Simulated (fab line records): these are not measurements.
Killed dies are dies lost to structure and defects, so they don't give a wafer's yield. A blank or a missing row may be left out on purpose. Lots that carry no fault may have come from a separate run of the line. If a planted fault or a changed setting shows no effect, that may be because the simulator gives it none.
The tool behind it: which one? -- flow sky130 -- 6 lots (18 wafers sampled), 1 step of a 708-step route

== WHAT EACH GAUGE READ, for each wafer ==
SKY_LOCAL_INTERCONNECT_OVL_MEAS_12.
lot,measured,on,LOCAL_INTERCONNECT_OVL (nm)
L762,day 31 02:13,overlay-01,-4 -1 2
L765,day 33 00:52,overlay-02,-2 2 0
L767,day 33 14:25,overlay-01,3 -1 7
L766,day 33 21:11,overlay-02,1 5 -4
L777,day 36 09:58,overlay-02,0 7 -3
L781,day 37 10:36,overlay-01,-5 7 -3

== WHICH TOOL RAN EACH LOT (tool, then ch and the chambers of the sampled wafers, then the start) ==
The record shows no process step preceding these readings.

== THE ANSWER, worked out from the rows above alone ==
Rule: what is usual is taken from the lots themselves. The widest of any qualifying gaps counts: lots, ordered by their means at a reading, are off when they make up no more than a third of the lots, leave a main group of 4 or more, and stand apart from it by 3 or more times the standard deviation of that group's means. A main group whose means are all the same, to the digits that the tables above print for the reading, isn't used. A lot without any number at a reading at which 4 lots or more have one is off too. All remaining lots with rows at the step are treated as sound.
None of the lots is off at any reading shown; this tells nothing.

== WHAT THE SIMULATOR PUT IN ==
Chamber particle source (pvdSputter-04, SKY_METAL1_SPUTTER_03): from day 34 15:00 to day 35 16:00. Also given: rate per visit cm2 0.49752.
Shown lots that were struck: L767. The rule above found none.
